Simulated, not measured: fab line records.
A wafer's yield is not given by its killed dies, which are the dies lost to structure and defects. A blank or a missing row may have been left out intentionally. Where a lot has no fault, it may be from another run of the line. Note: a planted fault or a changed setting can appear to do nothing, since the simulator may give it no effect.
fab line records	flow sky130
record lots=9	wafers=27	last_day=49
route steps=708 shown CAP2M@603 METAL4@631 PAD_OPEN@708
lots that met no fault: taken from a fault-free run of the same line
start_h: the number of hours between the record's first day and the start of the first shown wafer of the lot	wait_h: hours elapsed since this lot's preceding step	" repeats the value in the row above	L1.1+2: a row that stands for several wafers	- no value, or no start was given	* or withheld: withheld	< > ~ a bound
route shown NAME@n: a module of which the file shows steps, and the number in the route of the first	usual: the fault-free wafers' mean and standard deviation	same: alike in all rows	chamber/n: place in a boat	sites: per-site readings	_std_site: the standard deviation of these	_edge_site: mean of outer sites minus mean of inner sites	radius_mm: how far each site lies from the wafer's centre	mask NAME#n: copy n	behind: the most recent tool/chamber to have shaped the wafer	hold: the reason the lot was held/the length of the hold in hours/how it ended	device: the transistor (n, p or np) that didn't switch	end of line: tests run on the same wafers once the route is complete	a step without rows: its recipe alone	killed: count of dies lost to structure and defects at first sort (not the wafer's yield)	map: per-die view of a wafer (x killed, . not killed, _ where there is no die)
set.NAME: the setting the step ran with; set.NAME@STEP: the setting that earlier step ran with	model.NAME: the simulator's own value behind a step, which no gauge read
the route's steps for a sample of lots (tables are steps, rows are wafers)
services: from which hour (start_h, from the record's first day; less than 0 if before it) a tool's chamber was out of use, for how many hours, and why
## steps
# step SKY_CAP2M_CVD_00
# recipe material=SiO2	target_thk_nm=15.5	temp_c=400	time_s=withheld	rf_w=450
# usual heater_power_outer_w=420/68	heater_power_w=700/85
lot.wafer	tool	chamber	start_h	wait_h	heater_power_outer_w	heater_power_w
L683.1	pecvd-02	0	918.72	0.0	333	600
L683.4	"	0	"	"	340	595
L683.5	"	1	"	"	473	812
L686.2	pecvd-02	1	941.49	0.0	483	813
L686.3	"	2	"	"	496	739
L686.4	"	0	"	"	309	548
L687.1	pecvd-02	1	945.95	0.0	479	810
L687.2	"	2	"	"	411	645
L687.6	"	2	"	"	406	646
L688.1	pecvd-01	2	966.18	0.0	296	557
L688.3	"	0	"	"	458	722
L688.6	"	1	"	"	345	617
L689.1	pecvd-04	2	970.88	0.0	498	789
L689.3	"	1	"	"	485	833
L689.4	"	1	"	"	469	801
L695.2	pecvd-01	2	1007.10	0.0	361	614
L695.3	"	1	"	"	413	724
L695.5	"	0	"	"	509	788
L694.1	pecvd-04	0	1009.93	0.0	407	712
L694.5	"	2	"	"	453	699
L694.6	"	1	"	"	414	730
L699.1	pecvd-01	1	1040.55	0.0	378	672
L699.2	"	2	"	"	360	623
L699.5	"	2	"	"	357	618
L701.2	pecvd-01	2	1048.77	0.0	378	649
L701.4	"	1	"	"	329	582
L701.6	"	2	"	"	377	671
# step SKY_CAP2M_THK_MEAS_01
# recipe reads=SiO2_of_CAP2M_CVD_00
# usual CAP2M_CVD_00_THK=15.50/0.21
lot.wafer	tool	chamber	start_h	wait_h	CAP2M_CVD_00_THK[nm]
L683.1	film_metro-02	-	918.74	-	15.39
L683.4	"	-	"	"	15.41
L683.5	"	-	"	"	15.60
L686.2	film_metro-03	-	941.52	-	15.49
L686.3	"	-	"	"	15.54
L686.4	"	-	"	"	15.94
L687.1	film_metro-03	-	945.97	-	15.23
L687.2	"	-	"	"	15.30
L687.6	"	-	"	"	15.63
L688.1	film_metro-03	-	966.20	-	15.50
L688.3	"	-	"	"	15.27
L688.6	"	-	"	"	15.53
L689.1	film_metro-03	-	970.90	-	15.25
L689.3	"	-	"	"	15.52
L689.4	"	-	"	"	15.78
L695.2	film_metro-03	-	1007.14	-	15.74
L695.3	"	-	"	"	15.60
L695.5	"	-	"	"	15.63
L694.1	film_metro-01	-	1009.95	-	15.46
L694.5	"	-	"	"	15.58
L694.6	"	-	"	"	15.78
L699.1	film_metro-02	-	1040.58	-	15.46
L699.2	"	-	"	"	15.56
L699.5	"	-	"	"	15.81
L701.2	film_metro-02	-	1048.80	-	15.49
L701.4	"	-	"	"	15.75
L701.6	"	-	"	"	15.84
# step SKY_METAL4_DESCUM_15
# recipe chemistry=O2	source_power_w=150	bias_power_w=0	pressure_mtorr=10	temp_c=40	time_s=8
# usual chamber_pressure_mTorr=10.001/0.0091	drypump_motor_current_A=5.6/0.48	he_backside_leak_sccm=3.47/0.23	oes_product_au=0.998/0.011	temp_c=40.01/0.1
lot.wafer	tool	chamber	start_h	wait_h	chamber_pressure_mTorr	drypump_motor_current_A	he_backside_leak_sccm	oes_product_au	rf_hours_counter_h	temp_c
L683.1	rie_metal-01	1	968.92	0.0	10.002	5.5	3.41	0.977	18	40.01
L683.4	"	0	"	"	10.000	6.1	3.76	1.012	-	39.87
L683.5	"	0	"	"	10.005	6.1	3.49	1.007	-	39.81
L686.2	rie_metal-03	0	989.92	0.0	9.995	5.1	3.38	0.998	10	40.00
L686.3	"	0	"	"	9.996	5.1	3.39	0.993	-	39.98
L686.4	"	1	"	"	10.010	6.2	3.39	1.014	-	39.75
L687.1	rie_metal-03	0	995.52	0.0	10.007	5.2	3.53	0.994	10	39.84
L687.2	"	1	"	"	9.998	6.2	3.61	1.006	18	40.02
L687.6	"	1	"	"	9.998	6.1	3.48	1.010	-	40.08
L688.1	rie_metal-01	1	1014.42	0.0	10.001	5.5	3.41	0.982	20	39.93
L688.3	"	0	"	"	10.009	6.1	3.62	1.005	-	39.91
L688.6	"	0	"	"	10.001	6.1	3.64	1.004	-	40.01
L689.1	rie_metal-03	0	1018.90	0.0	10.005	5.1	3.53	0.999	11	39.94
L689.3	"	1	"	"	10.011	6.2	3.50	1.019	-	39.80
L689.4	"	0	"	"	9.995	5.1	3.51	1.003	-	40.04
L695.2	rie_metal-03	1	1052.82	0.0	10.000	6.2	3.33	0.995	21	40.19
L695.3	"	0	"	"	10.014	5.1	3.33	0.986	-	40.00
L695.5	"	0	"	"	9.996	5.2	3.30	0.992	-	39.90
L694.1	rie_metal-03	0	1054.55	0.0	9.999	5.1	3.32	0.993	13	40.10
L694.5	"	0	"	"	10.008	5.1	3.31	0.988	-	40.00
L694.6	"	1	"	"	10.016	6.2	3.55	1.010	-	40.02
L699.1	rie_metal-03	0	1082.09	0.0	9.983	5.1	3.48	0.985	15	39.99
L699.2	"	1	"	"	10.007	6.2	3.53	1.003	23	39.95
L699.5	"	1	"	"	10.006	6.2	3.53	1.011	-	40.09
L701.2	rie_metal-04	0	1091.24	0.0	10.020	4.9	3.05	1.015	25	40.02
L701.4	"	1	"	"	10.013	5.2	3.72	1.005	-	39.96
L701.6	"	0	"	"	9.997	5.0	2.96	0.998	-	40.01
# step SKY_METAL4_ETCH_16
# recipe chemistry=N2/H2	target=BARC	ion_energy_ev=200	bias_w=100	pressure_mtorr=30	n2_flow_sccm=100	h2_flow_sccm=200	icp_w=500	stop_on=SiO2	time_s=88.2	target_depth_a=600
# usual bias_w=100.06/0.3	chamber_pressure_mTorr=30.000/0.029	drypump_motor_current_A=5.6/0.48	he_backside_leak_sccm=3.47/0.28	oes_product_au=0.625/0.0047	run_length_s=116.7/0.9	throttle_valve_pct=13.204/0.0096
lot.wafer	tool	chamber	start_h	wait_h	bias_w	chamber_pressure_mTorr	drypump_motor_current_A	he_backside_leak_sccm	oes_product_au	rf_hours_counter_h	run_length_s	throttle_valve_pct
L683.1	rie_metal-01	1	968.95	0.0	100.39	29.981	5.5	3.40	0.620	18	116.4	13.217
L683.4	"	0	"	"	100.19	30.008	6.1	3.50	0.624	-	116.7	13.202
L683.5	"	0	"	"	100.18	29.951	6.2	3.35	0.622	-	115.9	13.209
L686.2	rie_metal-03	0	989.95	0.0	100.22	30.022	5.1	3.41	0.628	10	116.6	13.190
L686.3	"	0	"	"	100.13	30.014	5.1	3.42	0.627	-	116.6	13.209
L686.4	"	1	"	"	100.02	29.976	6.1	3.64	0.620	-	116.2	13.211
L687.1	rie_metal-03	0	995.55	0.0	100.10	29.972	5.1	3.40	0.619	10	117.3	13.207
L687.2	"	1	"	"	100.02	30.032	6.2	3.52	0.623	18	116.2	13.200
L687.6	"	1	"	"	99.82	30.008	6.2	3.54	0.623	-	116.4	13.203
L688.1	rie_metal-01	1	1014.46	0.0	100.51	30.026	5.5	3.49	0.619	20	119.5	13.186
L688.3	"	0	"	"	100.01	29.976	6.1	3.47	0.627	-	118.9	13.213
L688.6	"	0	"	"	99.69	29.991	6.1	3.31	0.628	-	118.9	13.201
L689.1	rie_metal-03	0	1018.93	0.0	99.79	30.028	5.1	3.28	0.619	11	117.0	13.206
L689.3	"	1	"	"	100.64	30.015	6.2	3.51	0.628	-	116.0	13.186
L689.4	"	0	"	"	99.86	29.979	5.1	3.30	0.623	-	116.7	13.181
L695.2	rie_metal-03	1	1052.85	0.0	99.76	29.950	6.2	3.60	0.632	21	116.0	13.218
L695.3	"	0	"	"	100.00	30.003	5.1	3.43	0.622	-	116.6	13.213
L695.5	"	0	"	"	99.68	30.022	5.1	6.09	0.632	-	116.6	13.211
L694.1	rie_metal-03	0	1054.58	0.0	100.40	29.985	5.1	3.41	0.631	13	117.1	13.199
L694.5	"	0	"	"	100.23	29.983	5.1	3.42	0.634	-	116.7	13.205
L694.6	"	1	"	"	-	30.013	6.2	3.60	1.015	-	56.1	13.250
L699.1	rie_metal-03	0	1082.12	0.0	100.10	29.985	5.1	3.40	0.628	15	116.5	13.205
L699.2	"	1	"	"	-	29.960	6.2	3.59	1.003	23	56.1	13.272
L699.5	"	1	"	"	-	29.958	6.2	3.51	1.001	-	55.7	13.246
L701.2	rie_metal-04	0	1091.27	0.0	99.90	29.960	5.0	3.27	0.642	25	116.9	13.201
L701.4	"	1	"	"	99.61	30.003	5.2	3.53	0.637	-	115.9	13.209
L701.6	"	0	"	"	99.32	30.010	5.0	3.11	0.632	-	117.1	13.199
# step SKY_METAL4_ETCH_17
# recipe target=SiO2	stop_on=TiN	chemistry=C4F8/O2/Ar	source_w=1500	bias_w=1200	pressure_mtorr=40	c4f8_flow_sccm=withheld	O2_flow_sccm=6	Ar_flow_sccm=300	time_s=3.9	target_depth_a=150
# usual bias_w=1200/3.9	chamber_pressure_mTorr=40.00/0.038	oes_product_au=0.754/0.007
lot.wafer	tool	chamber	start_h	wait_h	bias_w	chamber_pressure_mTorr	oes_product_au	rf_hours_counter_h
L683.1	rie_diel-02	0	969.05	0.1	1206	40.01	0.747	0
L683.4	"	1	"	"	1198	40.01	0.756	9
L683.5	"	0	"	"	1197	40.05	0.762	-
L686.2	rie_diel-04	1	990.05	0.1	1201	40.00	0.754	15
L686.3	"	0	"	"	1200	40.08	0.764	7
L686.4	"	3	"	"	1202	39.98	0.764	13
L687.1	rie_diel-01	2	995.65	0.1	1205	39.98	0.745	6
L687.2	"	1	"	"	1199	40.00	0.738	7
L687.6	"	2	"	"	1204	40.00	0.754	-
L688.1	rie_diel-04	1	1014.59	0.1	1203	39.96	0.754	15
L688.3	"	3	"	"	1203	40.02	0.753	13
L688.6	"	0	"	"	1208	39.96	0.766	-
L689.1	rie_diel-04	2	1019.03	0.1	1195	40.00	0.752	8
L689.3	"	1	"	"	1197	40.02	0.755	16
L689.4	"	0	"	"	1205	39.94	0.764	8
L695.2	rie_diel-02	2	1052.95	0.1	1205	40.04	0.764	23
L695.3	"	3	"	"	1202	40.03	0.755	7
L695.5	"	0	"	"	1201	40.01	0.750	-
L694.1	rie_diel-04	1	1054.68	0.1	1200	40.07	0.749	17
L694.5	"	2	"	"	1197	39.96	0.764	-
L694.6	"	3	"	"	1192	40.00	0.400	-
L699.1	rie_diel-04	0	1082.22	0.1	1205	40.04	0.750	10
L699.2	"	3	"	"	1204	40.03	0.386	16
L699.5	"	3	"	"	1196	39.98	0.395	-
L701.2	rie_diel-02	0	1091.37	0.1	1195	39.99	0.752	4
L701.4	"	3	"	"	1205	40.00	0.757	8
L701.6	"	0	"	"	1197	39.93	0.767	-
# step SKY_METAL4_METAL_ETCH_18
# recipe target_depth_a=8450	stop_on=SiO2	over_etch_frac=0.3	time_s=183.1	chemistry=Cl2/BCl3	resist_sidewall_deg=88	pressure_mtorr=10	icp_w=900	bias_w=48.5	Cl2_flow_sccm=60	bcl3_flow_sccm=30
# usual bias_w=48.52/0.15	chamber_pressure_mTorr=9.998/0.011	drypump_motor_current_A=5.5/0.47	he_backside_leak_sccm=3.44/0.25	oes_product_au=0.865/0.0071	run_length_s=211.3/0.45	throttle_valve_pct=22.264/0.0084
lot.wafer	tool	chamber	start_h	wait_h	bias_w	chamber_pressure_mTorr	drypump_motor_current_A	he_backside_leak_sccm	oes_product_au	rf_hours_counter_h	run_length_s	throttle_valve_pct
L683.1	rie_metal-03	0	969.07	0.0	48.72	9.988	5.1	3.42	0.858	8	211.6	22.272
L683.4	"	1	"	"	48.43	10.007	6.2	3.62	0.863	-	211.2	22.264
L683.5	"	0	"	"	48.72	9.982	5.1	3.44	0.867	-	211.9	22.270
L686.2	rie_metal-01	0	990.07	0.0	48.62	10.001	6.1	3.54	0.868	17	211.1	22.256
L686.3	"	1	"	"	48.63	10.014	5.5	3.39	0.871	-	211.3	22.248
L686.4	"	0	"	"	48.49	10.019	6.1	3.56	0.855	-	211.0	22.261
L687.1	rie_metal-01	0	995.67	0.0	48.79	10.003	6.1	5.54	0.866	18	211.5	22.284
L687.2	"	1	"	"	48.71	9.992	5.5	3.43	0.862	19	211.3	22.268
L687.6	"	1	"	"	48.60	9.987	5.4	3.39	0.869	-	211.7	22.271
L688.1	rie_metal-03	1	1014.61	0.0	48.82	9.999	6.2	3.49	0.876	19	210.9	22.259
L688.3	"	0	"	"	48.67	9.984	5.1	3.34	0.864	-	211.8	22.260
L688.6	"	0	"	"	48.45	9.990	5.1	3.32	0.869	-	211.4	22.272
L689.1	rie_metal-04	0	1019.04	0.0	48.56	10.016	5.0	3.07	0.865	19	211.5	22.266
L689.3	"	0	"	"	48.60	9.984	5.0	3.10	0.862	-	212.0	22.267
L689.4	"	1	"	"	48.54	9.998	5.2	3.67	0.869	-	210.6	22.267
L695.2	rie_metal-04	0	1052.97	0.0	48.53	10.002	4.9	3.15	0.873	22	212.2	22.257
L695.3	"	1	"	"	48.72	9.996	5.2	3.50	0.856	-	210.4	22.267
L695.5	"	1	"	"	48.54	10.002	5.2	3.56	0.871	-	210.9	22.254
L694.1	rie_metal-04	0	1054.69	0.0	48.78	9.993	5.0	3.19	0.865	22	211.6	22.275
L694.5	"	1	"	"	48.74	9.993	5.2	3.59	0.862	-	210.8	22.283
L694.6	"	0	"	"	48.40	9.996	5.0	2.89	0.413	-	211.9	22.257
L699.1	rie_metal-04	1	1082.23	0.0	48.44	9.999	5.2	3.58	0.863	2	210.5	22.273
L699.2	"	0	"	"	48.52	9.982	5.0	3.32	0.400	24	211.9	22.259
L699.5	"	0	"	"	48.68	9.991	4.9	3.33	0.399	-	211.9	22.268
L701.2	rie_metal-01	1	1091.38	0.0	48.43	9.983	5.5	3.49	0.868	26	211.3	22.264
L701.4	"	0	"	"	48.36	10.001	6.1	3.52	0.870	-	211.0	22.248
L701.6	"	1	"	"	48.38	10.014	5.5	3.35	0.863	-	211.5	22.268
# step SKY_PAD_OPEN_PROBE_99
# usual defect_limited_yield=82.6/1.9	killed_at_M0_to_M3=43/7.3	killed_at_M4_up=3.0/2	killed_at_contacts=24/5.2	killed_at_front_end=15/4.4	killed_at_other=0.2/0.48	killed_dies=86/9.1	killed_on_rim=16/4	killed_open=47/7.3	killed_short=38/6.4	sort_bin_3_pad_short=0.8/0.38	sort_bin_5_function=10.5/1.4	sort_bin_6_memory=6.1/1.1	sort_n_pass=406/9.1	sort_yield_pct=82.6/1.9
# same gross_dies=492	killed_at_back_side=0	sort_bin_4_leakage[%]=0	sort_bin_8_speed[%]=0
lot.wafer	tool	chamber	start_h	wait_h	defect_limited_yield[%]	killed_at_M0_to_M3	killed_at_M4_up	killed_at_contacts	killed_at_front_end	killed_at_other	killed_dies	killed_on_rim	killed_open	killed_short	sort_bin_3_pad_short[%]	sort_bin_5_function[%]	sort_bin_6_memory[%]	sort_n_pass	sort_yield_pct[%]
L683.1	prober-02	-	1066.11	0.1	85.2	31	7	24	11	0	73	10	41	31	0.6	9.6	4.7	419	85.2
L683.4	prober-02	-	1066.26	0.2	80.5	40	4	30	22	0	96	19	55	40	0.4	11.6	7.5	396	80.5
L683.5	prober-02	-	1066.31	0.2	83.1	39	3	27	14	0	83	21	43	39	0.6	9.8	6.5	409	83.1
L686.2	prober-01	-	1083.89	0.1	82.9	48	3	26	7	0	84	19	47	37	1.0	10.8	5.3	408	82.9
L686.3	prober-01	-	1083.94	0.2	83.7	48	2	24	6	0	80	11	42	38	1.0	9.1	6.1	412	83.7
L686.4	prober-01	-	1083.99	0.2	86.8	29	1	24	11	0	65	10	34	31	0	7.1	6.1	427	86.8
L687.1	prober-02	-	1090.54	0.1	81.9	44	3	33	9	0	89	18	48	41	0.8	11.0	6.3	403	81.9
L687.2	prober-02	-	1090.59	0.1	82.7	38	5	26	16	0	85	18	49	36	0.6	8.3	8.3	407	82.7
L687.6	prober-02	-	1090.79	0.2	78.3	55	6	30	16	0	107	21	60	47	1.4	12.4	7.9	385	78.3
L688.1	prober-01	-	1105.25	0.1	83.1	46	2	16	19	0	83	13	51	32	1.0	9.6	6.3	409	83.1
L688.3	prober-01	-	1105.35	0.2	81.1	40	6	23	24	0	93	18	39	54	1.2	11.2	6.5	399	81.1
L688.6	prober-01	-	1105.50	0.2	81.7	45	3	20	22	0	90	25	46	44	0.4	10.4	7.5	402	81.7
L689.1	prober-02	-	1108.86	0.1	84.1	33	4	28	13	0	78	14	41	37	0.4	10.2	5.3	414	84.1
L689.3	prober-02	-	1108.96	0.2	83.7	37	2	25	16	0	80	19	43	37	0.6	10.4	5.3	412	83.7
L689.4	prober-02	-	1109.01	0.2	83.9	38	3	24	13	1	79	11	42	37	0.6	10.2	5.3	413	83.9
L695.2	prober-01	-	1139.32	0.1	82.5	44	3	16	23	0	86	15	45	41	0.2	10.6	6.7	406	82.5
L695.3	prober-01	-	1139.37	0.2	83.5	51	1	13	16	0	81	14	51	30	1.2	9.3	5.9	411	83.5
L695.5	prober-01	-	1139.47	0.2	84.1	33	4	26	15	0	78	12	39	39	1.0	9.3	5.5	414	84.1
L694.1	prober-02	-	1139.42	0.1	83.7	37	6	18	19	0	80	22	36	44	1.4	8.5	6.3	412	83.7
L694.5	prober-02	-	1139.62	0.2	81.7	44	6	19	21	0	90	25	42	48	0.4	11.6	6.3	402	81.7
L694.6	prober-02	-	1139.67	0.2	3.9	54	395	11	13	0	473	94	37	43	0.8	90.2	5.1	19	3.9
L699.1	prober-02	-	1164.09	0.1	83.7	39	1	22	18	0	80	16	43	35	1.4	10.6	4.3	412	83.7
L699.2	prober-02	-	1164.14	0.1	5.9	28	394	26	15	0	463	96	32	39	0.8	88.4	4.9	29	5.9
L699.5	prober-02	-	1164.29	0.2	3.0	45	386	22	24	0	477	96	47	50	1.0	87.2	8.7	15	3.0
L701.2	prober-02	-	1171.51	0.1	84.3	48	2	19	8	0	77	14	50	27	0.4	10.0	5.3	415	84.3
L701.4	prober-02	-	1171.61	0.2	82.1	56	1	20	11	0	88	20	56	32	0.6	10.8	6.5	404	82.1
L701.6	prober-02	-	1171.71	0.2	84.6	37	2	23	13	1	76	18	37	39	0.6	9.3	5.5	416	84.6
# killed by level:class
L683.1 LI_CONTACT:geometric_particle:open=12 VIA1:geometric_particle:open=7 CONTACT:geometric_particle:open=5 METAL1:geometric_particle:short=4 VIA1:geometric_particle:short=4 CONTACT:geometric_particle:short=4 METAL2:geometric_particle:short=4 METAL4:geometric_particle:short=4
L683.4 VIA1:geometric_particle:open=12 CONTACT:geometric_particle:open=11 VIA2:geometric_particle:open=9 METAL2:geometric_particle:short=7 FIELD_ISO:geometric_particle:open=6 FIELD_ISO:geometric_particle:short=6 LI_CONTACT:geometric_particle:open=6 LOCAL_INTERCONNECT:geometric_particle:short=6
L683.5 CONTACT:geometric_particle:open=11 VIA1:geometric_particle:open=8 FIELD_ISO:geometric_particle:short=6 LI_CONTACT:geometric_particle:open=6 LI_CONTACT:geometric_particle:short=5 VIA3:geometric_particle:open=5 VIA1:geometric_particle:short=5 VIA3:geometric_particle:short=5
L686.2 VIA1:geometric_particle:open=12 CONTACT:geometric_particle:open=7 LI_CONTACT:geometric_particle:open=7 VIA2:geometric_particle:open=7 METAL1:geometric_particle:short=6 CONTACT:geometric_particle:short=5 VIA3:geometric_particle:short=5 METAL2:geometric_particle:short=5
L686.3 VIA1:geometric_particle:open=12 VIA3:geometric_particle:open=8 VIA1:geometric_particle:short=7 LOCAL_INTERCONNECT:geometric_particle:short=6 METAL1:geometric_particle:short=6 VIA2:geometric_particle:open=6 LI_CONTACT:geometric_particle:short=5 CONTACT:geometric_particle:open=5
L686.4 CONTACT:geometric_particle:open=11 LI_CONTACT:geometric_particle:open=6 VIA1:geometric_particle:open=5 METAL1:geometric_particle:short=4 METAL3:geometric_particle:short=4 FIELD_ISO:geometric_particle:open=3 FIELD_ISO:geometric_particle:short=3 LI_CONTACT:geometric_particle:short=3
L687.1 CONTACT:geometric_particle:open=13 VIA2:geometric_particle:open=8 METAL1:geometric_particle:short=7 VIA1:geometric_particle:open=7 CONTACT:geometric_particle:short=6 LI_CONTACT:geometric_particle:open=5 LOCAL_INTERCONNECT:geometric_particle:short=5 FIELD_ISO:geometric_particle:open=4
L687.2 CONTACT:geometric_particle:open=11 VIA1:geometric_particle:open=11 METAL1:geometric_particle:short=10 CONTACT:geometric_particle:short=7 VIA3:geometric_particle:open=5 FIELD_ISO:geometric_particle:open=4 POLY_GATE:geometric_particle:open=4 LI_CONTACT:geometric_particle:open=4
L687.6 VIA1:geometric_particle:open=15 CONTACT:geometric_particle:open=14 VIA2:geometric_particle:open=9 METAL1:geometric_particle:short=6 FIELD_ISO:geometric_particle:short=5 LI_CONTACT:geometric_particle:open=5 CONTACT:geometric_particle:short=5 VIA1:geometric_particle:short=5
L688.1 VIA1:geometric_particle:open=15 VIA3:geometric_particle:open=12 CONTACT:geometric_particle:open=6 VIA2:geometric_particle:open=6 POLY_GATE:geometric_particle:short=5 SPACER:geometric_particle:open=5 LOCAL_INTERCONNECT:geometric_particle:short=4 VIA1:geometric_particle:short=4
L688.3 CONTACT:geometric_particle:open=7 METAL1:geometric_particle:short=7 FIELD_ISO:geometric_particle:short=6 POLY_GATE:geometric_particle:short=6 LI_CONTACT:geometric_particle:open=6 LOCAL_INTERCONNECT:geometric_particle:short=6 METAL2:geometric_particle:short=6 POLY_GATE:geometric_particle:open=5
L688.6 VIA1:geometric_particle:open=11 LI_CONTACT:geometric_particle:open=8 VIA3:geometric_particle:open=7 FIELD_ISO:geometric_particle:open=6 FIELD_ISO:geometric_particle:short=6 CONTACT:geometric_particle:short=6 METAL1:geometric_particle:short=6 METAL2:geometric_particle:short=6
L689.1 CONTACT:geometric_particle:open=9 VIA2:geometric_particle:open=9 VIA1:geometric_particle:open=8 LI_CONTACT:geometric_particle:open=8 METAL2:geometric_particle:short=7 CONTACT:geometric_particle:short=6 FIELD_ISO:geometric_particle:open=4 POLY_GATE:geometric_particle:short=4
L689.3 LI_CONTACT:geometric_particle:open=10 POLY_GATE:geometric_particle:short=7 CONTACT:geometric_particle:open=7 METAL1:geometric_particle:short=7 VIA2:geometric_particle:open=7 VIA1:geometric_particle:short=5 VIA1:geometric_particle:open=5 VIA3:geometric_particle:short=4
L689.4 CONTACT:geometric_particle:open=12 VIA1:geometric_particle:open=6 FIELD_ISO:geometric_particle:open=5 LI_CONTACT:geometric_particle:open=5 METAL1:geometric_particle:short=5 METAL2:geometric_particle:short=5 VIA3:geometric_particle:open=5 LOCAL_INTERCONNECT:geometric_particle:short=3
L695.2 VIA1:geometric_particle:open=14 SPACER:geometric_particle:short=7 LI_CONTACT:geometric_particle:open=6 POLY_GATE:geometric_particle:short=5 VIA1:geometric_particle:short=5 VIA2:geometric_particle:open=5 VIA3:geometric_particle:open=5 FIELD_ISO:geometric_particle:open=4
L695.3 VIA1:geometric_particle:open=17 METAL2:geometric_particle:short=8 FIELD_ISO:geometric_particle:open=7 VIA3:geometric_particle:open=7 LI_CONTACT:geometric_particle:open=5 VIA2:geometric_particle:open=5 METAL1:geometric_particle:short=5 POLY_GATE:geometric_particle:short=3
L694.1 VIA1:geometric_particle:open=8 FIELD_ISO:geometric_particle:short=6 POLY_GATE:geometric_particle:open=5 CONTACT:geometric_particle:open=5 METAL2:geometric_particle:short=5 FIELD_ISO:geometric_particle:open=4 LI_CONTACT:geometric_particle:short=4 LOCAL_INTERCONNECT:geometric_particle:short=4
L695.5 VIA1:geometric_particle:open=10 CONTACT:geometric_particle:open=8 METAL2:geometric_particle:short=7 CONTACT:geometric_particle:short=6 VIA1:geometric_particle:short=6 FIELD_ISO:geometric_particle:open=5 LI_CONTACT:geometric_particle:open=5 LOCAL_INTERCONNECT:geometric_particle:short=4
L694.5 METAL2:geometric_particle:short=10 VIA1:geometric_particle:open=10 CONTACT:geometric_particle:open=6 METAL1:geometric_particle:short=6 FIELD_ISO:geometric_particle:open=5 POLY_GATE:geometric_particle:short=5 LOCAL_INTERCONNECT:geometric_particle:short=5 CONTACT:geometric_particle:short=5
L694.6 METAL4:area_etch=393 VIA1:geometric_particle:open=10 METAL1:geometric_particle:short=8 METAL2:geometric_particle:short=8 VIA2:geometric_particle:open=6 VIA3:geometric_particle:short=5 FIELD_ISO:geometric_particle:open=4 FIELD_ISO:geometric_particle:short=4
L699.1 METAL2:geometric_particle:short=11 CONTACT:geometric_particle:open=10 VIA1:geometric_particle:open=8 VIA2:geometric_particle:open=7 FIELD_ISO:geometric_particle:short=5 VIA3:geometric_particle:open=5 LI_CONTACT:geometric_particle:open=4 FIELD_ISO:geometric_particle:open=3
L699.2 METAL4:area_etch=391 CONTACT:geometric_particle:open=11 METAL1:geometric_particle:short=7 FIELD_ISO:geometric_particle:short=5 POLY_GATE:geometric_particle:short=5 LI_CONTACT:geometric_particle:open=5 VIA3:geometric_particle:short=5 LI_CONTACT:geometric_particle:short=4
L699.5 METAL4:area_etch=380 VIA3:geometric_particle:open=14 CONTACT:geometric_particle:open=10 FIELD_ISO:geometric_particle:short=9 METAL2:geometric_particle:short=8 POLY_GATE:geometric_particle:short=7 METAL1:geometric_particle:short=6 POLY_GATE:geometric_particle:open=5
L701.2 VIA2:geometric_particle:open=11 LI_CONTACT:geometric_particle:open=8 CONTACT:geometric_particle:open=8 VIA1:geometric_particle:open=8 VIA3:geometric_particle:open=7 VIA1:geometric_particle:short=5 METAL1:geometric_particle:short=4 FIELD_ISO:geometric_particle:open=3
L701.4 VIA1:geometric_particle:open=15 LI_CONTACT:geometric_particle:open=10 VIA3:geometric_particle:open=7 METAL2:geometric_particle:short=6 VIA2:geometric_particle:open=6 POLY_GATE:geometric_particle:open=5 CONTACT:geometric_particle:open=5 VIA1:geometric_particle:short=5
L701.6 CONTACT:geometric_particle:open=8 VIA1:geometric_particle:open=8 METAL2:geometric_particle:short=8 FIELD_ISO:geometric_particle:short=5 LI_CONTACT:geometric_particle:open=5 LOCAL_INTERCONNECT:geometric_particle:short=5 VIA1:geometric_particle:short=5 VIA2:geometric_particle:open=3
## services
tool	chamber	start_h	hours	kind
rie_diel-02	3	913.51	4.2	repair
pecvd-04	-	914.22	4.9	repair
rie_diel-04	0	921.37	3.0	repair
rie_diel-01	3	923.49	5.1	repair
rie_diel-04	2	925.24	4.4	repair
rie_metal-03	-	925.46	0.2	repair
pecvd-01	2	933.41	2.6	repair
pecvd-04	-	934.15	28.1	pm
rie_diel-02	-	935.11	4.5	repair
rie_diel-04	2	935.78	6.1	repair
rie_metal-04	1	937.84	4.0	repair
rie_metal-04	-	943.20	1.4	pm
rie_diel-04	3	944.63	1.8	repair
pecvd-02	-	949.53	1.7	repair
rie_diel-01	0	1001.44	8.8	repair
pecvd-01	-	1021.17	0.8	pm
pecvd-01	0	1032.34	5.1	repair
pecvd-04	-	1039.24	6.0	pm
rie_diel-02	-	1039.63	2.8	pm
pecvd-02	2	1041.84	27.8	repair
rie_diel-02	3	1053.30	5.7	repair
rie_diel-02	-	1070.94	2.9	repair
pecvd-04	1	1074.14	16.0	repair
rie_metal-01	-	1085.39	1.4	pm
## key
first_sign step=SKY_METAL4_ETCH_16	reading=oes_product_au	direction=up	sigmas=81	usual=0.625	struck=1.006
effect step=SKY_METAL4_ETCH_16	reading=run_length_s	direction=down	sigmas=68	usual=*	struck=*
effect step=SKY_METAL4_ETCH_17	reading=oes_product_au	direction=down	sigmas=52	usual=0.754	struck=0.393
effect step=SKY_METAL4_METAL_ETCH_18	reading=oes_product_au	direction=down	sigmas=65	usual=0.865	struck=0.404
effect step=SKY_PAD_OPEN_PROBE_99	reading=killed_at_M4_up	direction=up	sigmas=99+	usual=3.0	struck=391.7
more_kills_born_at SKY_METAL4_ETCH_16@rie_metal-03=1164
met_at SKY_METAL4_ETCH_16
struck_lots L694,L699
struck_wafers L694.6,L699.2,L699.5
later_rows_left_out L694.6,L699.2,L699.5
not_acting_at SKY_CAP2M_CVD_00,SKY_CAP2M_THK_MEAS_01,SKY_METAL4_DESCUM_15
onset_between 1052.85 1054.58
fault kind=process_parameter_drift	tool=rie_metal-03	chamber=1	onset_h=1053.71	steps=SKY_METAL4_ETCH_16	channel=time_s	offset=*	shape=step	end_h=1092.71	acts_in=*	stated=*
# later_rows_left_out: the simulator's readings of these wafers behind a module that went badly wrong aren't trusted and aren't shown, but for the sort
